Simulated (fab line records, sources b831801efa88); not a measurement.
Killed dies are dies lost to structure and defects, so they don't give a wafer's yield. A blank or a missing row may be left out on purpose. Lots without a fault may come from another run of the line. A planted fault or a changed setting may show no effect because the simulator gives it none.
A struck lot beside a sound one | flow gf180mcu | 15 steps out of a route of 602
Sound: wafers L570.1, L570.3, L570.5. Struck: wafers L587.2, L587.5, L587.6. The cause comes at the end.
At each step with rows: each side's tool, then ch and its chambers, then its first start. Under that, the readings that differ: sound wafers | struck wafers | difference of the means | sigmas: that difference in standard deviations of wafers without a fault.
alike: readings whose means differ by less than 2 such deviations, and words and numbers that are the same on both sides. not compared: withheld readings, readings that some wafer has no value for, bounds like >300 that may hide the same value, and numbers for which the record gives no deviation and whose values overlap.
The two part at a step that has a row with sigmas, a row that says differs or no value, or rows on one side only. Numbers that don't overlap but have no deviation are shown without sigmas and don't part them. A reading that every wafer of one side lacks parts them only if that side has two wafers or more.

first, 1 step without rows for these wafers: GF_SALICIDE_WET_ETCH_07 (etches the open film in SPM, target depth 120 nm).
GF_SALICIDE_RTA_08: time 30 s.
  sound on rtp_anneal-02 ch 0, day 15 18:37; struck on rtp_anneal-01 ch 0, day 21 15:14
  reading            | sound          | struck         | difference | sigmas
  lamp_power_pct (%) | 20.6 20.6 20.6 | 17.2 17.2 17.2 | -3.4       | -2
  alike: chamber_o2_ppm, wafer_temp_C_max
then, 1 step without rows for these wafers: GF_CONTACT_CVD_00 (deposits SiO2, target thk 300 nm, time 50 s).
GF_CONTACT_THK_MEAS_01:
  sound on film_metro-01, day 15 18:46; struck on film_metro-02, day 21 15:23
  alike: CONTACT_CVD_00_THK
GF_CONTACT_CVD_02: deposits SiO2 from TEOS, target thk 860 nm, time 95.992 s.
  sound on pecvd-04 ch 0,1,2, day 15 18:49; struck on pecvd-04 ch 0,2, day 21 15:26
  alike: heater_power_w
GF_CONTACT_THK_MEAS_03:
  sound on film_metro-02, day 15 18:53; struck on film_metro-01, day 21 15:32
  alike: CONTACT_CVD_02_THK
GF_CONTACT_CMP_04: polishes SiO2.
  sound on cmp-01 ch 0,3, day 15 19:19; struck on cmp-01 ch 1,2, day 21 15:35
  alike: motor_current_A, slurry_filter_dp_kPa, time_to_endpoint_s
GF_CONTACT_BOW_MEAS_05:
  sound on film_metro-02, day 15 19:37; struck on film_metro-01, day 21 15:55
  alike: CONTACT_BOW
then, 4 steps without rows for these wafers: GF_CONTACT_DEHYDRATE_06 (time 60 s); GF_CONTACT_HMDS_07 (prime time 60 s); GF_CONTACT_COAT_08; GF_CONTACT_COAT_09 (resist thk 1000 nm).
GF_CONTACT_SOFTBAKE_10: time 60 s.
  sound on litho_track-04 ch 0, day 16 06:00; struck on litho_track-03 ch 0, day 22 03:00
  reading                  | sound             | struck            | difference | sigmas
  heater_power_total_W (W) | 93.07 93.03 93.04 | 94.64 94.64 94.72 | +1.62      | +30
  run_length_s (s)         | 89.6 89.4 89.4    | 86.0 85.8 85.9    | -3.6       | -11
  alike: chill_plate_temp_C, exhaust_pa
then, 1 step without rows for these wafers: GF_CONTACT_EXPOSE_11 (exposes mask Contact, target cd 220 nm).
-- the record jumps here: 12 days lie between the struck wafers' starts before and after (it left off in module CONTACT and takes up again in module PASSIVATION, whose first step shown is number 602 of the route) --
GF_PASSIVATION_PROBE_99:
  the record has rows for the struck wafers here (prober-01, day 33 21:43) and none for the sound ones

WHERE THEY PART
First at GF_SALICIDE_RTA_08; last, within this record, at GF_PASSIVATION_PROBE_99.

WHY: what the simulator had put in
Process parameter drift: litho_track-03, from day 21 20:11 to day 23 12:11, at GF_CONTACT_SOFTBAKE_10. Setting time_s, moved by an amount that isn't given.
